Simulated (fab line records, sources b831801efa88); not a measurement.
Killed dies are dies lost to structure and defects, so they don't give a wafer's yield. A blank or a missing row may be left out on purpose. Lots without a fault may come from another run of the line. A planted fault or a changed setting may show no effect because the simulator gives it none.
Which tool did it? | flow sky130 | 14 lots, 41 wafers sampled, at 2 steps of a route of 708

WHAT THE GAUGES READ, wafer by wafer
The record holds no reading of a measuring or inspecting step that can be judged against a usual standard deviation.

WHICH TOOL RAN EACH LOT (tool, then ch and the chambers of the sampled wafers, then the start)
lot  | SKY_METAL5_CLEAN_19             | SKY_PAD_OPEN_PROBE_99
L887 | wet_bench-04 ch 2, day 43 13:25 | -
L888 | wet_bench-04 ch 2, day 43 16:11 | -
L889 | wet_bench-04 ch 2, day 44 06:53 | -
L890 | wet_bench-02 ch 3, day 44 13:40 | -
L892 | wet_bench-01 ch 2, day 45 01:35 | -
L894 | wet_bench-04 ch 2, day 45 15:40 | -
L895 | wet_bench-02 ch 1, day 45 16:34 | -
L897 | wet_bench-04 ch 0, day 46 09:49 | -
L899 | wet_bench-02 ch 2, day 47 02:14 | -
L904 | wet_bench-04 ch 3, day 49 02:28 | prober-02, day 50 14:38
L906 | wet_bench-01 ch 2, day 49 04:40 | -
L905 | wet_bench-04 ch 1, day 49 04:57 | prober-02, day 50 18:22
L908 | wet_bench-02 ch 0, day 49 05:19 | -
L910 | wet_bench-02 ch 1, day 49 09:30 | -
- SKY_METAL5_CLEAN_19: cleans in O3/DIW.
- SKY_PAD_OPEN_PROBE_99

WHAT THE TOOLS THEMSELVES READ (means of the sampled wafers that have a number; where no wafer has one, the mark that the record gives instead)
SKY_PAD_OPEN_PROBE_99. Usual: defect_limited_yield 82.8 %, standard deviation 1.7; killed_at_M0_to_M3 43, standard deviation 6.2; killed_at_M4_up 2.8, standard deviation 1.7; killed_at_contacts 24, standard deviation 4.8; killed_at_front_end 15, standard deviation 4.3; killed_at_other 0.3, standard deviation 0.55; killed_dies 85, standard deviation 8.4; killed_open 46, standard deviation 6.7; killed_short 38, standard deviation 6.2; sort_bin_3_pad_short 0.9 %, standard deviation 0.46; sort_bin_5_function 10.2 %, standard deviation 1.3; sort_bin_6_memory 6.1 %, standard deviation 0.9; sort_n_pass 407, standard deviation 8.4; sort_yield_pct 82.8 %, standard deviation 1.7.
lot  | tool      | defect_limited_yield (%) | killed_at_M0_to_M3 | killed_at_M4_up | killed_at_contacts | killed_at_front_end | killed_at_other | killed_dies | killed_open | killed_short | sort_bin_3_pad_short (%) | sort_bin_5_function (%) | sort_bin_6_memory (%) | sort_n_pass | sort_yield_pct (%) | flag
L904 | prober-02 | 75.0                     | 50                 | 37.0            | 24                 | 12                  | 0.5             | 123         | 46          | 40           | 2.8                      | 14.1                    | 8.1                   | 369         | 75.0               | OFF
L905 | prober-02 | 78.3                     | 33                 | 38.3            | 23                 | 13                  | 0.0             | 107         | 41          | 31           | 1.4                      | 14.5                    | 5.8                   | 385         | 78.3               | OFF

THE ANSWER, worked out from the rows above alone
Rule: a lot is off if the mean of its wafers that have a number lies more than 3 standard deviations from the usual mean. A lot without any number at a reading at which 4 lots or more have one is off too. The other lots that the step has rows for count as sound. The gauges are gone through in route order, then the tools' own readings, and for those a lot's mean is taken as printed above. The first step at which some lot is off is used, and at that step the reading that is off furthest; a lot without a number counts as furthest.
Off: L904, L905, at SKY_PAD_OPEN_PROBE_99 (killed_at_M4_up). Neither off nor sound, because the step has no rows for them: L887, L888, L889, L890, L892, L894, L895, L897, L899, L906, L908, L910.
A tool fits if, at that step or a process step before it, it ran every lot that is off, and no sound lot after the first of them. Can't be told from this: 2 tools fit, wet_bench-04 at SKY_METAL5_CLEAN_19, prober-02 at SKY_PAD_OPEN_PROBE_99.

WHAT THE SIMULATOR HAD PUT IN
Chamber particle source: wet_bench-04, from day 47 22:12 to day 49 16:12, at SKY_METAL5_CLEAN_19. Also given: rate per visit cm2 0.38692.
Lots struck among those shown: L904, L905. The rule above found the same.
